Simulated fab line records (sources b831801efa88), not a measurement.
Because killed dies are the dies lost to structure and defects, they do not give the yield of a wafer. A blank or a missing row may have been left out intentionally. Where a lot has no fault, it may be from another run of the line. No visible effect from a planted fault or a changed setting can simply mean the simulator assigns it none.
Chamber matching ; flow sky130 ; SKY_PAD_OPEN_ETCH_07 on rieDiel-02: 4 sister chambers
The step etches the open film in CF4/O2, stops on AlCu, target depth 725 nm, time 161.1 s. 4 wafers are shown with their chamber, then 9 later ones without.

WAFERS WITH THEIR CHAMBER
wafer;chamber;throttleValvePct (%)
L078.6;2;5.961
L087.1;1;5.953
L087.3;0;5.967
L087.5;3;5.967

WAFERS MISSING THEIR CHAMBER
wafer;throttleValvePct (%)
L088.2;5.953
L088.4;5.966
L088.5;5.969
L090.1;5.972
L090.3;5.969
L090.6;5.943
L096.2;5.961
L096.3;5.954
L096.5;5.962

EACH ONE'S CHAMBER
wafer;from the rows above;in truth
L088.2;1;1
L088.4;can't be placed: 0 or 3 or 2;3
L088.5;can't be placed: 0 or 3 or 2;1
L090.1;can't be placed: 0 or 3 or 2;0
L090.3;can't be placed: 0 or 3 or 2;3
L090.6;1;1
L096.2;can't be placed: 2 or 0 or 3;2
L096.3;can't be placed: 1 or 2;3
L096.5;can't be placed: 2 or 0 or 3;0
Correct placement for 2 of the 9. From these rows, 7 cannot be placed; in 5 the true chamber is one of the candidates. 0 placed wrongly.
How it was worked out, from the rows above alone: a wafer's distance from a chamber is the root of the sum, over the readings, of the square of ((its reading less the chamber's mean) divided by the reading's scatter). The wafer belongs to the nearest chamber; if the next one is less than 2 further off, it can't be placed. For every chamber, the mean is computed from those of its wafers that are shown. The scatter: root of mean squared gap, hidden wafer to nearest shown wafer, with one shown wafer a chamber.
